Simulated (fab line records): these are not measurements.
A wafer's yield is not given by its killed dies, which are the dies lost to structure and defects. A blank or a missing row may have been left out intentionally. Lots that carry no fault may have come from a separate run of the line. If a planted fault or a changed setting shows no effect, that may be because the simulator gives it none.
fab line records ; flow sky130
[record] lots = 15; wafers = 45; last_day = 50
route steps=708 shown SONOS_TUNNEL@162 SONOS_ONO@171 GATE_OXIDE@197 LDD_LDN@295
lots untouched by any fault: they come from a run of this same line in which no faults occurred
start_h: hours from the record's first day to the start of the lot's first wafer shown ; wait_h: how many hours have passed since the lot's step before this one ; " the same as in the row above ; L1.1+2: one row covering several wafers at once ; - no value, or no start given ; * or withheld: withheld ; < > ~ a bound
route shown NAME@n: names a module that has steps shown in the file, with the first one's number in the route ; usual: the fault-free wafers' mean and standard deviation ; same: alike in all rows ; chamber/n: place in a boat ; sites: per-site readings ; _std_site: standard deviation of those values ; _edge_site: mean of outer sites minus mean of inner sites ; radius_mm: how far each site lies from the wafer's centre ; mask NAME#n: copy n ; behind: the last tool/chamber to shape the wafer ; hold: cause of the lot's hold/its duration in hours/its outcome ; device: the transistor (n, p or np) that didn't switch ; end of line: tests of these same wafers at the route's end ; a step given without rows: its recipe and nothing more ; killed: not the wafer's yield, but the dies lost to structure and defects at the first sort ; map: a wafer's dies, marking killed ones x, the rest . and places with no die _
set.NAME: the run value of the setting; set.NAME@STEP: its run value at that earlier step ; model.NAME: the simulator's own value behind a step, which no gauge read
a sample of lots followed through the steps of the route, with each step as a table and each wafer as a row
[[steps]]
[step SKY_SONOS_TUNNEL_OVL_MEAS_08]
[usual] SONOS_TUNNEL_OVL = 0.9/1.3
lot.wafer;tool;chamber;start_h;wait_h;SONOS_TUNNEL_OVL[nm]
L115.2;overlay-02;-;281.07;0.1;0.0
L115.3;overlay-02;-;281.07;0.1;1.0
L115.4;overlay-02;-;281.07;0.1;0.3
L116.1;overlay-02;-;290.68;0.1;1.3
L116.4;overlay-02;-;290.68;0.1;1.5
L116.6;overlay-02;-;290.68;0.1;0.6
L119.1;overlay-02;-;304.08;0.1;1.9
L119.2;overlay-02;-;304.08;0.1;2.5
L119.6;overlay-02;-;304.08;0.1;0.6
L120.1;overlay-02;-;304.53;0.1;0.1
L120.4;overlay-02;-;304.53;0.1;-0.3
L120.6;overlay-02;-;304.53;0.1;-2.1
L121.1;overlay-02;-;319.01;0.1;0.2
L121.4;overlay-02;-;319.01;0.1;1.2
L121.6;overlay-02;-;319.01;0.1;2.0
L122.1;overlay-01;-;323.18;0.1;0.3
L122.2;overlay-01;-;323.18;0.1;0.6
L122.4;overlay-01;-;323.18;0.1;1.8
L124.1;overlay-01;-;331.18;0.1;0.7
L124.3;overlay-01;-;331.18;0.1;0.4
L124.5;overlay-01;-;331.18;0.1;0.7
L123.2;overlay-01;-;331.42;0.1;2.2
L123.4;overlay-01;-;331.42;0.1;0.9
L123.5;overlay-01;-;331.42;0.1;2.2
L125.3;overlay-01;-;339.24;0.1;-0.4
L125.4;overlay-01;-;339.24;0.1;-1.0
L125.5;overlay-01;-;339.24;0.1;0.5
L127.4;overlay-02;-;363.60;0.1;-0.3
L127.5;overlay-02;-;363.60;0.1;1.5
L127.6;overlay-02;-;363.60;0.1;-0.2
L130.1;overlay-02;-;378.38;0.1;2.0
L130.4;overlay-02;-;378.38;0.1;1.0
L130.5;overlay-02;-;378.38;0.1;1.8
L132.1;overlay-02;-;394.58;0.1;3.2
L132.2;overlay-02;-;394.58;0.1;5.1
L132.4;overlay-02;-;394.58;0.1;3.6
L133.1;overlay-02;-;402.58;0.1;2.1
L133.3;overlay-02;-;402.58;0.1;-1.0
L133.6;overlay-02;-;402.58;0.1;0.5
L135.1;overlay-02;-;418.28;0.1;-0.5
L135.5;overlay-02;-;418.28;0.1;-0.2
L135.6;overlay-02;-;418.28;0.1;0.0
L137.2;overlay-02;-;427.12;0.1;2.5
L137.3;overlay-02;-;427.12;0.1;1.6
L137.6;overlay-02;-;427.12;0.1;2.3
[step SKY_SONOS_ONO_THK_MEAS_03]
[recipe] reads = Si3N4_of_SONOS_ONO_CVD_02
[usual] SONOS_ONO_CVD_02_THK = 10.61/0.14
lot.wafer;tool;chamber;start_h;wait_h;SONOS_ONO_CVD_02_THK[nm]
L115.2;film_metro-04;-;289.90;0.0;10.81
L115.3;film_metro-04;-;289.90;0.0;10.75
L115.4;film_metro-04;-;289.90;0.0;10.59
L116.1;film_metro-02;-;296.98;0.0;10.54
L116.4;film_metro-02;-;296.98;0.0;10.56
L116.6;film_metro-02;-;296.98;0.0;10.55
L119.1;film_metro-04;-;310.34;0.0;10.70
L119.2;film_metro-04;-;310.34;0.0;10.71
L119.6;film_metro-04;-;310.34;0.0;10.66
L120.1;film_metro-02;-;310.40;0.1;10.66
L120.4;film_metro-02;-;310.40;0.1;10.60
L120.6;film_metro-02;-;310.40;0.1;10.53
L121.1;film_metro-02;-;323.54;0.0;10.64
L121.4;film_metro-02;-;323.54;0.0;10.66
L121.6;film_metro-02;-;323.54;0.0;10.68
L122.1;film_metro-02;-;329.83;0.0;10.28
L122.2;film_metro-02;-;329.83;0.0;10.33
L122.4;film_metro-02;-;329.83;0.0;10.42
L124.1;film_metro-02;-;338.57;0.0;10.38
L124.3;film_metro-02;-;338.57;0.0;10.45
L124.5;film_metro-02;-;338.57;0.0;10.44
L123.2;film_metro-04;-;338.58;0.0;10.29
L123.4;film_metro-04;-;338.58;0.0;10.27
L123.5;film_metro-04;-;338.58;0.0;10.22
L125.3;film_metro-03;-;346.69;0.0;10.67
L125.4;film_metro-03;-;346.69;0.0;10.51
L125.5;film_metro-03;-;346.69;0.0;10.65
L127.4;film_metro-02;-;368.03;0.0;10.86
L127.5;film_metro-02;-;368.03;0.0;10.71
L127.6;film_metro-02;-;368.03;0.0;10.70
L130.1;film_metro-02;-;384.34;0.0;10.72
L130.4;film_metro-02;-;384.34;0.0;10.68
L130.5;film_metro-02;-;384.34;0.0;10.67
L132.1;film_metro-03;-;401.70;0.0;10.45
L132.2;film_metro-03;-;401.70;0.0;10.35
L132.4;film_metro-03;-;401.70;0.0;10.41
L133.1;film_metro-04;-;411.72;0.0;10.58
L133.3;film_metro-04;-;411.72;0.0;10.57
L133.6;film_metro-04;-;411.72;0.0;10.58
L135.1;film_metro-02;-;425.37;0.0;10.48
L135.5;film_metro-02;-;425.37;0.0;10.51
L135.6;film_metro-02;-;425.37;0.0;10.66
L137.2;film_metro-03;-;431.12;0.0;10.76
L137.3;film_metro-03;-;431.12;0.0;10.75
L137.6;film_metro-03;-;431.12;0.0;10.73
[step SKY_GATE_OXIDE_OVL_MEAS_10]
[usual] GATE_OXIDE_OVL = 0.6/1.2
lot.wafer;tool;chamber;start_h;wait_h;GATE_OXIDE_OVL[nm]
L115.2;overlay-01;-;343.55;0.1;1.6
L115.3;overlay-01;-;343.55;0.1;1.9
L115.4;overlay-01;-;343.55;0.1;-0.2
L116.1;overlay-01;-;353.76;0.1;2.6
L116.4;overlay-01;-;353.76;0.1;1.6
L116.6;overlay-01;-;353.76;0.1;0.1
L119.1;overlay-02;-;366.12;0.1;-1.9
L119.2;overlay-02;-;366.12;0.1;-0.6
L119.6;overlay-02;-;366.12;0.1;-1.3
L120.1;overlay-01;-;367.31;0.1;0.2
L120.4;overlay-01;-;367.31;0.1;-0.4
L120.6;overlay-01;-;367.31;0.1;-0.6
L121.1;overlay-02;-;380.01;0.1;1.6
L121.4;overlay-02;-;380.01;0.1;2.3
L121.6;overlay-02;-;380.01;0.1;-0.8
L122.1;overlay-01;-;387.26;0.1;1.4
L122.2;overlay-01;-;387.26;0.1;2.3
L122.4;overlay-01;-;387.26;0.1;1.7
L123.2;overlay-01;-;398.78;0.1;0.8
L123.4;overlay-01;-;398.78;0.1;0.9
L123.5;overlay-01;-;398.78;0.1;0.8
L124.1;overlay-02;-;398.99;0.1;0.9
L124.3;overlay-02;-;398.99;0.1;0.5
L124.5;overlay-02;-;398.99;0.1;0.8
L125.3;overlay-01;-;405.58;0.1;0.4
L125.4;overlay-01;-;405.58;0.1;0.3
L125.5;overlay-01;-;405.58;0.1;-0.9
L127.4;overlay-01;-;431.51;0.1;-0.1
L127.5;overlay-01;-;431.51;0.1;0.3
L127.6;overlay-01;-;431.51;0.1;0.4
L130.1;overlay-02;-;448.07;0.1;1.6
L130.4;overlay-02;-;448.07;0.1;0.9
L130.5;overlay-02;-;448.07;0.1;1.6
L132.1;overlay-02;-;466.22;0.1;1.2
L132.2;overlay-02;-;466.22;0.1;1.7
L132.4;overlay-02;-;466.22;0.1;0.8
L133.1;overlay-02;-;476.82;0.1;0.1
L133.3;overlay-02;-;476.82;0.1;0.1
L133.6;overlay-02;-;476.82;0.1;0.0
L135.1;overlay-01;-;491.69;0.1;0.5
L135.5;overlay-01;-;491.69;0.1;-0.3
L135.6;overlay-01;-;491.69;0.1;-1.5
L137.2;overlay-02;-;495.72;0.1;-0.6
L137.3;overlay-02;-;495.72;0.1;0.5
L137.6;overlay-02;-;495.72;0.1;-0.7
[step SKY_LDD_LDN_DEVELOP_06]
[recipe] resist = NOVOLAK; developer = TMAH; develop_time_s = 60; dev_temp_c = 23
[usual] exhaust_pa = 45.0/0.82
lot.wafer;tool;chamber;start_h;wait_h;exhaust_pa
L115.2;litho_track-02;0;567.48;0.1;44.4
L115.3;litho_track-02;0;567.48;0.1;44.0
L115.4;litho_track-02;0;567.48;0.1;45.5
L116.1;litho_track-02;0;572.26;0.1;44.2
L116.4;litho_track-02;0;572.26;0.1;44.3
L116.6;litho_track-02;0;572.26;0.1;43.5
L119.1;litho_track-04;0;586.36;0.1;45.5
L119.2;litho_track-04;0;586.36;0.1;44.5
L119.6;litho_track-04;0;586.36;0.1;45.1
L120.1;litho_track-02;0;587.56;0.1;44.7
L120.4;litho_track-02;0;587.56;0.1;44.4
L120.6;litho_track-02;0;587.56;0.1;45.8
L121.1;litho_track-02;0;599.66;0.1;45.7
L121.4;litho_track-02;0;599.66;0.1;45.2
L121.6;litho_track-02;0;599.66;0.1;45.5
L122.1;litho_track-01;0;609.97;0.1;45.1
L122.2;litho_track-01;0;609.97;0.1;43.5
L122.4;litho_track-01;0;609.97;0.1;45.5
L123.2;litho_track-04;0;622.99;0.1;45.2
L123.4;litho_track-04;0;622.99;0.1;44.6
L123.5;litho_track-04;0;622.99;0.1;45.0
L124.1;litho_track-04;0;623.26;0.1;46.2
L124.3;litho_track-04;0;623.26;0.1;46.4
L124.5;litho_track-04;0;623.26;0.1;45.6
L125.3;litho_track-04;0;627.16;0.1;43.3
L125.4;litho_track-04;0;627.16;0.1;44.5
L125.5;litho_track-04;0;627.16;0.1;44.4
L127.4;litho_track-01;0;651.49;0.1;46.0
L127.5;litho_track-01;0;651.49;0.1;43.9
L127.6;litho_track-01;0;651.49;0.1;45.4
L130.1;litho_track-02;0;664.51;0.1;44.7
L130.4;litho_track-02;0;664.51;0.1;45.4
L130.5;litho_track-02;0;664.51;0.1;45.5
L132.1;litho_track-04;0;681.36;0.1;44.6
L132.2;litho_track-04;0;681.36;0.1;45.1
L132.4;litho_track-04;0;681.36;0.1;44.2
L133.1;litho_track-04;0;691.21;0.1;45.2
L133.3;litho_track-04;0;691.21;0.1;45.8
L133.6;litho_track-04;0;691.21;0.1;45.9
L135.1;litho_track-04;0;705.16;0.1;45.7
L135.5;litho_track-04;0;705.16;0.1;46.8
L135.6;litho_track-04;0;705.16;0.1;45.0
L137.2;litho_track-02;0;707.18;0.1;46.4
L137.3;litho_track-02;0;707.18;0.1;45.3
L137.6;litho_track-02;0;707.18;0.1;45.9
[step SKY_LDD_LDN_TW_MEAS_13]
[usual] LDD_LDN_TW = 1453/11
lot.wafer;tool;chamber;start_h;wait_h;LDD_LDN_TW
L115.2;film_metro-03;-;568.35;0.1;1455
L115.3;film_metro-03;-;568.35;0.1;1456
L115.4;film_metro-03;-;568.35;0.1;1454
L116.1;film_metro-03;-;573.14;0.1;1461
L116.4;film_metro-03;-;573.14;0.1;1455
L116.6;film_metro-03;-;573.14;0.1;1459
L119.1;film_metro-02;-;587.25;0.1;1478
L119.2;film_metro-02;-;587.25;0.1;1474
L119.6;film_metro-02;-;587.25;0.1;1471
L120.1;film_metro-03;-;588.44;0.1;1450
L120.4;film_metro-03;-;588.44;0.1;1454
L120.6;film_metro-03;-;588.44;0.1;1454
L121.1;film_metro-02;-;600.54;0.1;1460
L121.4;film_metro-02;-;600.54;0.1;1461
L121.6;film_metro-02;-;600.54;0.1;1464
L122.1;film_metro-04;-;610.85;0.1;1449
L122.2;film_metro-04;-;610.85;0.1;1451
L122.4;film_metro-04;-;610.85;0.1;1448
L123.2;film_metro-02;-;623.86;0.1;1460
L123.4;film_metro-02;-;623.86;0.1;1467
L123.5;film_metro-02;-;623.86;0.1;1455
L124.1;film_metro-03;-;624.15;0.1;1462
L124.3;film_metro-03;-;624.15;0.1;1464
L124.5;film_metro-03;-;624.15;0.1;1460
L125.3;film_metro-04;-;628.02;0.1;1440
L125.4;film_metro-04;-;628.02;0.1;1436
L125.5;film_metro-04;-;628.02;0.1;1446
L127.4;film_metro-04;-;652.33;0.1;1441
L127.5;film_metro-04;-;652.33;0.1;1446
L127.6;film_metro-04;-;652.33;0.1;1436
L130.1;film_metro-04;-;665.39;0.1;1437
L130.4;film_metro-04;-;665.39;0.1;1437
L130.5;film_metro-04;-;665.39;0.1;1436
L132.1;film_metro-04;-;682.25;0.1;29
L132.2;film_metro-04;-;682.25;0.1;1436
L132.4;film_metro-04;-;682.25;0.1;1440
L133.1;film_metro-03;-;692.10;0.1;30
L133.3;film_metro-03;-;692.10;0.1;30
L133.6;film_metro-03;-;692.10;0.1;1463
L135.1;film_metro-04;-;706.05;0.1;29
L135.5;film_metro-04;-;706.05;0.1;29
L135.6;film_metro-04;-;706.05;0.1;1453
L137.2;film_metro-03;-;708.05;0.1;1455
L137.3;film_metro-03;-;708.05;0.1;1450
L137.6;film_metro-03;-;708.05;0.1;1453
[[key]]
[first_sign] step = SKY_LDD_LDN_TW_MEAS_13; reading = LDD_LDN_TW; direction = down; sigmas = 99+; usual = 1453; struck = 29
effect none on later readings
met_at SKY_LDD_LDN_DEVELOP_06
struck_lots L132,L133,L135
struck_wafers L132.1,L133.1,L133.3,L135.1,L135.5
sort_left_out L132.1,L133.1,L133.3,L135.1,L135.5
tester_left_out L132,L133,L135
not_acting_at SKY_SONOS_TUNNEL_OVL_MEAS_08,SKY_SONOS_ONO_THK_MEAS_03,SKY_GATE_OXIDE_OVL_MEAS_10
onset_between 627.16 681.36
[fault] kind = process_parameter_drift; tool = litho_track-04; chamber = -; onset_h = 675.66; steps = SKY_LDD_LDN_DEVELOP_06; channel = develop_time_s; offset = *; shape = step; end_h = 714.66; scope = struck_wafers_only; acts_in = *; stated = *
// tester_left_out: of these lots the tester's yield and bins aren't shown, on N5 and GAA mostly nor the transistor test; their killed dies are dies lost to structure and defects alone, not to doping, threshold or leakage, so they don't give the yield
// sort_left_out: the simulated sort isn't trusted on such a fault, so these wafers' sort isn't shown, and their yield isn't known
